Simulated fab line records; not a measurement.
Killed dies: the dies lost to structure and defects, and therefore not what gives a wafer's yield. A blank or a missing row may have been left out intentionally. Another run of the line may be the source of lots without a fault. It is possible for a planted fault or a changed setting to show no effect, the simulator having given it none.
A lot that was struck, set against a sound lot | flow sky130 | 15 steps out of a route of 708
Sound: wafers L134.2, L134.3, L134.4. Wafers L137.1, L137.3, L137.6 were the ones struck. The cause is given at the end.
Order at every step that has rows: each side's tool, ch and its chambers, its first start. Under that, the readings that differ: sound wafers | struck wafers | difference of the means | sigmas: that difference in standard deviations of wafers without a fault.
alike: same words and numbers on both sides, and readings whose means sit less than 2 such deviations apart. not compared: any withheld reading, any reading some wafer has no value for, any bound like >300 that may hide the same value, and any number with overlapping values for which the record gives no deviation.
Wherever a step has rows on one side only, a row that says differs or no value, or a row with sigmas, the two part there. Numbers that have no deviation but don't overlap get no sigmas and don't part them. Lack of a reading on every wafer of one side parts them only where that side has two or more wafers.

first, 1 step without rows for these wafers: SKY_POLY_CUT_DEVELOP_07 (develop time 60 s).
SKY_POLY_CUT_CD_MEAS_08: the cd target is 270 nm.
  sound on cd sem-01 at day 24 19:11; struck on cd sem-01 at day 26 10:53
  alike: cd nm
SKY_POLY_CUT_OVL_MEAS_09:
  sound on overlay-01 at day 24 19:17; struck on overlay-02 at day 26 11:00
  alike: POLY_CUT_OVL
SKY_POLY_CUT_ETCH_10: etches BARC in N2/H2, stops on SiO2, time 45.9 s, target depth 60 nm.
  sound on rie diel-01 ch 1,2,3, day 24 19:19; struck on rie diel-04 ch 1,2, day 26 11:02
  alike: drypump motor current A, oes product au, throttle valve pct
  not compared: rf hours counter h
SKY_POLY_CUT_ETCH_11: etches Si3N4 in CF4/CH2F2/Ar, stops on poly-Si, time 42.5 s, target depth 60 nm.
  sound on rie diel-01 ch 1,2,3, day 24 19:22; struck on rie diel-04 ch 1,2, day 26 11:05
  alike: cf4 flow sccm, drypump motor current A, oes product au, throttle valve pct
  not compared: rf hours counter h
SKY_POLY_CUT_STRIP_12: strips in O2/N2.
  sound on plasma asher-03 ch 0,1, day 24 19:24; struck on plasma asher-01 ch 0,1, day 26 11:07
  alike: drypump motor current A, oes product au, strip time to endpoint s
  not compared: rf hours counter h
then, 6 steps without rows for these wafers: SKY_SD_P_DEHYDRATE_00 (time 60 s); SKY_SD_P_HMDS_01 (prime time 60 s); SKY_SD_P_COAT_02 (resist thk 1140 nm); SKY_SD_P_SOFTBAKE_03 (time 60 s); SKY_SD_P_EXPOSE_04 (exposes mask PSDM, target cd 380 nm); SKY_SD_P_PEB_05.
SKY_SD_P_DEVELOP_06: develop time 60 s.
  sound on litho track-03 ch 0, day 26 00:24; struck on litho track-03 ch 0, day 27 15:32
  reading              | sound             | struck            | difference | sigmas
  developer temp C (C) | 23.06 22.98 22.91 | 20.68 20.68 20.65 | -2.31      | -21
  alike: exhaust pa
SKY_SD_P_CD_MEAS_07: the cd target is 380 nm.
  sound on cd sem-01 at day 26 00:33; struck on cd sem-02 at day 27 15:41
  alike: cd nm
SKY_PAD_OPEN_PROBE_99:
  rows exist in the record for the sound wafers here (prober-01, day 46 03:52), none for the struck ones

WHERE THEY PART
First at SKY_SD_P_DEVELOP_06; last, within this record, at SKY_PAD_OPEN_PROBE_99.

WHY: the cause the simulator had injected
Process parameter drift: litho track-03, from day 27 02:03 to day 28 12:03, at SKY_SD_P_DEVELOP_06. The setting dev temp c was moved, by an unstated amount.
